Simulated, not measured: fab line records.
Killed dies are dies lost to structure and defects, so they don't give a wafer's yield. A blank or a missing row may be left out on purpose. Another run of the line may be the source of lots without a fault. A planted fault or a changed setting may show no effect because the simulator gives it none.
What tool caused it? | flow gf180mcu | 14 lots with 42 wafers sampled at 4 steps, on a route of 602 steps

## WHAT EACH GAUGE READ, for each wafer
GF_VT_IMPLANT_OVL_MEAS_40. Usual: VT_IMPLANT_03_OVL gives -0.1 nm (standard deviation 1.3).
lot  | measured     | on         | VT_IMPLANT_03_OVL (nm) | flag
L192 | day 7 09:11  | overlay-01 | -0.6 -1.5 0.3          |
L193 | day 7 20:03  | overlay-01 | 1.2 1.9 0.7            |
L194 | day 7 22:39  | overlay-02 | -0.5 -0.3 -1.9         |
L195 | day 8 06:15  | overlay-01 | -1.4 -1.8 -0.2         |
L196 | day 8 15:49  | overlay-01 | 1.4 1.9 0.1            |
L197 | day 8 19:38  | overlay-02 | -0.2 -0.9 -0.3         |
L198 | day 9 03:29  | overlay-01 | -0.2 0.2 1.8           |
L200 | day 9 15:22  | overlay-02 | 2.1 -0.1 1.1           |
L205 | day 11 02:23 | overlay-01 | 150.5 149.9 149.0      | OFF
L208 | day 12 03:39 | overlay-01 | 150.3 150.6 149.7      | OFF
L210 | day 12 14:15 | overlay-02 | 0.8 1.3 1.1            |
L211 | day 12 20:37 | overlay-01 | -0.1 0.0 0.6           |
L213 | day 13 09:46 | overlay-01 | 0.1 -1.8 -1.3          |
L214 | day 13 15:16 | overlay-02 | 0.0 -1.2 -2.7          |

GF_M3_THK_MEAS_06: measures by xrf. Usual: M3_ALCU_THK gives 449 nm (standard deviation 6.8).
lot  | measured     | on            | M3_ALCU_THK (nm) | flag
L192 | day 19 22:40 | film_metro-02 | 457 454 451      |
L193 | day 20 13:58 | film_metro-01 | 455 458 459      |
L194 | day 20 17:11 | film_metro-04 | 446 435 441      |
L195 | day 21 04:05 | film_metro-01 | 440 448 428      |
L196 | day 21 16:39 | film_metro-02 | 454 455 455      |
L197 | day 22 03:01 | film_metro-01 | 446 450 446      |
L198 | day 22 08:17 | film_metro-02 | 457 456 453      |
L200 | day 23 02:29 | film_metro-04 | 447 445 447      |
L205 | day 25 03:39 | film_metro-01 | 436 439 443      |
L208 | day 26 11:32 | film_metro-02 | 451 442 447      |
L210 | day 27 03:25 | film_metro-02 | 451 461 455      |
L211 | day 27 06:22 | film_metro-04 | 447 454 453      |
L213 | day 27 13:25 | film_metro-04 | 447 452 448      |
L214 | day 27 21:02 | film_metro-02 | 453 447 447      |

## EACH LOT AND THE TOOL THAT RAN IT (in order: tool; ch and the chambers of the sampled wafers; start)
lot  | GF_VT_IMPLANT_EXPOSE_37             | GF_V2_CVD_02
L192 | iline_stepper-01 ch 0, day 7 01:44  | pecvd-03 ch 1,2, day 18 19:55
L193 | iline_stepper-01 ch 0, day 7 12:25  | pecvd-02 ch 1,2, day 19 10:55
L194 | iline_stepper-01 ch 0, day 7 14:46  | pecvd-03 ch 0,1, day 19 13:57
L195 | iline_stepper-01 ch 0, day 7 22:00  | pecvd-03 ch 0,2, day 20 00:26
L196 | iline_stepper-01 ch 0, day 8 07:29  | pecvd-01 ch 1,2, day 20 14:01
L197 | iline_stepper-01 ch 0, day 8 11:16  | pecvd-03 ch 0,1,2, day 21 01:08
L198 | iline_stepper-01 ch 0, day 8 19:22  | pecvd-03 ch 0,2, day 21 06:09
L200 | iline_stepper-02 ch 0, day 9 06:48  | pecvd-03 ch 0,1, day 22 00:57
L205 | iline_stepper-02 ch 0, day 10 17:07 | pecvd-02 ch 0,1,2, day 24 03:58
L208 | iline_stepper-02 ch 0, day 11 17:58 | pecvd-03 ch 0,1,2, day 25 11:40
L210 | iline_stepper-01 ch 0, day 12 05:23 | pecvd-01 ch 1,2, day 26 04:10
L211 | iline_stepper-01 ch 0, day 12 10:27 | pecvd-01 ch 0,2, day 26 07:20
L213 | iline_stepper-01 ch 0, day 13 00:38 | pecvd-02 ch 0,1,2, day 26 14:46
L214 | iline_stepper-01 ch 0, day 13 06:06 | pecvd-02 ch 0,1,2, day 26 22:53
- GF_VT_IMPLANT_EXPOSE_37: exposes mask Nwell HV AREA, target cd 860 nm.
- GF_V2_CVD_02: deposits SiO2 from TEOS, target thk 850 nm, time 94.851 s.

## WHAT THE TOOLS THEMSELVES READ (means of the sampled wafers that have a number; where no wafer has one, the mark that the record gives instead)
GF_V2_CVD_02. Usual: heater_power_w 663 W, standard deviation 77.
lot  | tool     | heater_power_w (W) | flag
L192 | pecvd-03 | 608                |
L193 | pecvd-02 | 655                |
L194 | pecvd-03 | 653                |
L195 | pecvd-03 | 700                |
L196 | pecvd-01 | 685                |
L197 | pecvd-03 | 643                |
L198 | pecvd-03 | 730                |
L200 | pecvd-03 | 714                |
L205 | pecvd-02 | 597                |
L208 | pecvd-03 | 697                |
L210 | pecvd-01 | 678                |
L211 | pecvd-01 | 708                |
L213 | pecvd-02 | 637                |
L214 | pecvd-02 | 657                |

## THE ANSWER, worked out from the rows above alone
Rule: a lot is off if the mean of its wafers that have a number lies more than 3 standard deviations from the usual mean. A lot without any number at a reading at which 4 lots or more have one is off too. Where the step has rows for the other lots, those lots are counted as sound. First the gauges in route order, then the tools' own readings, where a lot's mean is used as printed above. At the first step where some lot is off, the reading lying furthest off is the one used; lots without a number count as furthest.
Off: L205, L208, at GF_VT_IMPLANT_OVL_MEAS_40 (VT_IMPLANT_03_OVL).
If a tool, at a process step before that reading, ran all the lots that are off and no sound lot after the first of them, it fits. Gauges at GF_VT_IMPLANT_OVL_MEAS_40: tried the same way as those tools. One fits: GF_VT_IMPLANT_EXPOSE_37 on iline_stepper-02. Its last sound lot is L200 (day 9 06:48), its first lot that is off L205 (day 10 17:07): a fault that began between those two fits.

## WHAT WAS PUT IN BY THE SIMULATOR
Scanner matching overlay: iline_stepper-02, from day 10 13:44 on, at GF_VT_IMPLANT_EXPOSE_37. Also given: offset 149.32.
Struck lots among those shown: L205, L208. The rule given above showed the same thing.
